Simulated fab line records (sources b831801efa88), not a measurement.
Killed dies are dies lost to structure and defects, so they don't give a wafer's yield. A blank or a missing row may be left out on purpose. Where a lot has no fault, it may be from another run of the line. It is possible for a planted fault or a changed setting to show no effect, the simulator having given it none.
Which tool is to blame? + flow sky130 + 39 wafers from 13 lots sampled at 3 of the route's 708 steps

WHAT THE GAUGES READ, wafer by wafer
SKY_LDD_HVN_TW_MEAS_10. Usual: LDD_HVN_TW 1450, standard deviation 7.8.
| lot  | measured     | on           | LDD_HVN_TW     | flag |
|------|--------------|--------------|----------------|------|
| L741 | day 19 23:12 | filmMetro-04 | 1458 1453 1459 |      |
| L742 | day 20 12:08 | filmMetro-01 | 1440 1443 1445 |      |
| L744 | day 20 19:53 | filmMetro-04 | 1448 1453 1454 |      |
| L743 | day 20 20:33 | filmMetro-01 | 1443 1449 1435 |      |
| L745 | day 21 12:08 | filmMetro-02 | 1442 1438 1444 |      |
| L747 | day 23 03:00 | filmMetro-01 | 1452 1460 1453 |      |
| L746 | day 23 04:07 | filmMetro-04 | 1459 1452 1441 |      |
| L749 | day 23 05:57 | filmMetro-04 | 1461 1457 1460 |      |
| L752 | day 24 05:33 | filmMetro-04 | 1457 1445 1442 |      |
| L753 | day 24 10:31 | filmMetro-02 | 1456 1457 1447 |      |
| L754 | day 24 22:11 | filmMetro-02 | 1455 1449 1456 |      |
| L762 | day 27 10:53 | filmMetro-04 | 1456 1462 1464 |      |
| L763 | day 27 20:09 | filmMetro-02 | 1443 1446 1450 |      |

SKY_SD_N_RS_MEAS_16: the measuring method here is four-point-probe. Usual: SD_N_RS 68.51 ohm/sq, standard deviation 0.12.
| lot  | measured     | on           | SD_N_RS (ohm/sq)  | flag |
|------|--------------|--------------|-------------------|------|
| L741 | day 27 11:10 | filmMetro-02 | 68.39 68.56 68.52 |      |
| L742 | day 28 01:06 | filmMetro-02 | 68.51 68.53 68.69 |      |
| L744 | day 28 07:39 | filmMetro-01 | 68.65 68.61 68.62 |      |
| L743 | day 28 06:44 | filmMetro-04 | 68.60 68.38 68.56 |      |
| L745 | day 28 21:56 | filmMetro-02 | 68.53 68.52 68.48 |      |
| L747 | day 30 09:08 | filmMetro-02 | 68.60 68.50 68.35 |      |
| L746 | day 30 13:08 | filmMetro-04 | 68.52 68.32 68.34 |      |
| L749 | day 30 15:27 | filmMetro-02 | 68.49 68.33 68.37 |      |
| L752 | day 31 09:29 | filmMetro-04 | 68.52 68.42 68.50 |      |
| L753 | day 31 15:42 | filmMetro-01 | 68.64 68.66 68.63 |      |
| L754 | day 32 01:12 | filmMetro-01 | 68.54 68.45 68.57 |      |
| L762 | day 34 09:51 | filmMetro-02 | 68.47 68.51 68.44 |      |
| L763 | day 34 21:24 | filmMetro-02 | 68.58 68.48 68.56 |      |

SKY_LOCAL_INTERCONNECT_RS_MEAS_01: the measuring method here is four-point-probe. Usual: LOCAL_INTERCONNECT_TIN_RS 14.11 ohm/sq, standard deviation 0.15.
| lot  | measured     | on           | LOCAL_INTERCONNECT_TIN_RS (ohm/sq) | flag |
|------|--------------|--------------|------------------------------------|------|
| L741 | day 28 17:55 | filmMetro-01 | 13.98 14.12 13.99                  |      |
| L742 | day 29 07:33 | filmMetro-04 | 14.24 14.17 14.01                  |      |
| L744 | day 29 14:25 | filmMetro-03 | 13.93 13.97 14.07                  |      |
| L743 | day 29 12:34 | filmMetro-01 | 14.12 14.11 14.16                  |      |
| L745 | day 30 03:42 | filmMetro-03 | 14.19 14.35 14.45                  |      |
| L747 | day 31 15:13 | filmMetro-04 | 14.10 14.27 14.20                  |      |
| L746 | day 31 18:59 | filmMetro-04 | 13.97 13.98 14.08                  |      |
| L749 | day 31 21:53 | filmMetro-01 | 14.26 14.29 14.40                  |      |
| L752 | day 32 15:07 | filmMetro-03 | 14.50 14.02 14.24                  |      |
| L753 | day 32 20:43 | filmMetro-03 | 13.84 14.03 13.96                  |      |
| L754 | day 33 06:31 | filmMetro-01 | 14.02 14.09 13.94                  |      |
| L762 | day 35 15:05 | filmMetro-01 | 14.25 14.31 14.32                  |      |
| L763 | day 36 02:48 | filmMetro-03 | 13.93 14.02 13.90                  |      |

WHICH TOOL RAN EACH LOT (tool, then ch and the chambers of the sampled wafers, then the start)
Record: no process step prior to these readings.

WHAT THE TOOLS THEMSELVES READ (means of the sampled wafers that have a number; where no wafer has one, the mark that the record gives instead)
The record holds no such reading with a usual standard deviation.

THE ANSWER, worked out from the rows above alone
Rule: lot off if the mean of its wafers having a number is beyond 3 standard deviations from the usual mean. A lot without any number at a reading at which 4 lots or more have one is off too. Where the step has rows for the other lots, those lots are counted as sound. First the gauges in route order, then the tools' own readings, where a lot's mean is used as printed above. At the first step where some lot is off, the reading lying furthest off is the one used; lots without a number count as furthest.
No lot is off on any of the readings shown, so nothing can be concluded from this.

WHAT THE SIMULATOR PUT IN
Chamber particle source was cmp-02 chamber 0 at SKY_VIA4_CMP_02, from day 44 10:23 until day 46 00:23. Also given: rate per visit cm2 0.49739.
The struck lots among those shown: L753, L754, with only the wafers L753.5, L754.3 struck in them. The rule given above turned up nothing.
